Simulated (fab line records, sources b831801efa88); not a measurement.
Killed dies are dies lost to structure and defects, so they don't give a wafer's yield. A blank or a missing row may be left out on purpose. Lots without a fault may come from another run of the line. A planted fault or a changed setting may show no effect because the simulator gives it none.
One fault seen from 2 desks | flow gf180mcu | each desk has only its own numbers; what lay behind them comes last

THE TOOL OWNER'S DESK: implanter-02
The tool's own readings at GF_HV_LDD_IMPLANT_36: means of the sampled wafers that have a number, for each lot that ran on this tool. A lot is out of limits, marked OUT, if its mean lies more than 4 standard deviations from the usual mean; the brackets give that distance.
Columns: A = end_station_pressure_torr at GF_HV_LDD_IMPLANT_36, usual 4.98e-06 Torr
lot  | first seen here | A
L694 | day 11 10:25    | 4.91e-06
L715 | day 18 10:53    | 4.92e-06
L716 | day 18 21:19    | 4.89e-06
This desk's finding: nothing out of limits on any of the 3 lots.

THE METROLOGY DESK
What the gauges read, lot by lot, whatever tool the lot ran on: means of the sampled wafers that have a number. A lot is out of limits, marked OUT, if its mean lies more than 4 standard deviations from the usual mean; the brackets give that distance. Of its 9 readings 7 are shown: those that lie furthest out on some lot.
Columns: A = cd_nm at GF_HV_LDD_CD_MEAS_31, usual 400.7 nm; B = HV_LDD_02_OVL at GF_HV_LDD_OVL_MEAS_32, usual -0.9 nm; C = cd_nm at GF_HV_LDD_CD_MEAS_46, usual 400.5 nm; D = HV_LDD_03_OVL at GF_HV_LDD_OVL_MEAS_47, usual -1.2 nm; E = HV_LDD_4_TW at GF_HV_LDD_TW_MEAS_50, usual 569; F = HV_LDD_RS at GF_HV_LDD_RS_MEAS_53, usual 418.3 ohm/sq; G = HV_LDD_CVD_54_THK at GF_HV_LDD_THK_MEAS_55, usual 10.01 nm
lot  | first seen here | A     | B    | C     | D    | E   | F     | G
L694 | day 11 09:49    | 401.8 | -0.1 | 402.7 | 1.3  | 583 | 419.1 | 9.93
L695 | day 11 21:26    | 396.1 | 0.5  | 400.5 | -2.8 | 559 | 417.9 | 10.14
L696 | day 12 05:55    | 397.1 | -2.4 | 396.1 | -2.6 | 574 | 418.0 | 10.11
L699 | day 13 03:50    | 398.7 | -0.4 | 400.1 | -1.7 | 569 | 419.3 | 10.12
L715 | day 18 10:17    | 401.0 | -0.9 | 399.4 | -2.5 | 577 | 419.9 | 9.96
L716 | day 18 20:43    | 397.6 | -1.4 | 397.5 | -1.7 | 558 | 419.7 | 10.05
This desk's finding: nothing out of limits on any of the 6 lots.

PUT TOGETHER
The tool owner's desk saw nothing out of limits.
The metrology desk saw nothing out of limits.

WHAT THE SIMULATOR HAD PUT IN
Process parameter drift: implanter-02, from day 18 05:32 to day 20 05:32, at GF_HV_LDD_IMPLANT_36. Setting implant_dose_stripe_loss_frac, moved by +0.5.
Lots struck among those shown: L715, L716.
